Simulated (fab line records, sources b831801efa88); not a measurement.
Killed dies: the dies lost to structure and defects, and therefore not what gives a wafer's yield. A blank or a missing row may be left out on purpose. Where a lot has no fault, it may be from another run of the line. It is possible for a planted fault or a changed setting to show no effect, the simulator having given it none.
Which of the tools did it?    flow sky130    12 lots (36 wafers sampled), 1 step of a 708-step route

## WHAT EACH GAUGE READ, for each wafer
SKY_LOCAL_INTERCONNECT_THK_MEAS_02: measures by xrf.
lot   measured      on            LOCAL_INTERCONNECT_TIN_THK (nm)
L075  day 29 09:26  filmMetro-04  102.2 101.0 101.7
L077  day 30 04:10  filmMetro-04  101.8 103.1 102.3
L079  day 30 15:22  filmMetro-02  101.6 103.8 103.5
L081  day 31 15:50  filmMetro-02  102.6 103.2 103.7
L083  day 32 05:40  filmMetro-04  103.5 104.4 102.2
L085  day 32 22:31  filmMetro-01  104.5 105.6 105.5
L087  day 33 21:28  filmMetro-02  101.7 102.6 102.0
L088  day 34 03:34  filmMetro-01  104.7 104.3 105.7
L092  day 34 23:32  filmMetro-02  102.9 103.7 102.0
L093  day 35 06:49  filmMetro-04  101.8 104.7 103.9
L095  day 36 00:04  filmMetro-01  104.1 102.3 104.5
L097  day 36 11:07  filmMetro-04  104.2 102.0 103.7

## TOOL THAT RAN EACH LOT (tool first, then ch and the chambers of the sampled wafers, then the start)
Before these readings, the record contains no process step.

## THE ANSWER, worked out from the rows above alone
Rule: what is usual is taken from the lots themselves. The widest of any qualifying gaps counts: lots, ordered by their means at a reading, are off when they make up no more than a third of the lots, leave a main group of 4 or more, and stand apart from it by 3 or more times the standard deviation of that group's means. The tables above print the reading to a certain number of digits; a main group whose means all agree to those digits is not used. Also off: a lot with no number at a reading for which 4 or more lots have one. Any other lot the step has rows for is counted as sound.
None of the lots is off at any reading shown; this tells nothing.

## WHAT HAD BEEN PUT IN BY THE SIMULATOR
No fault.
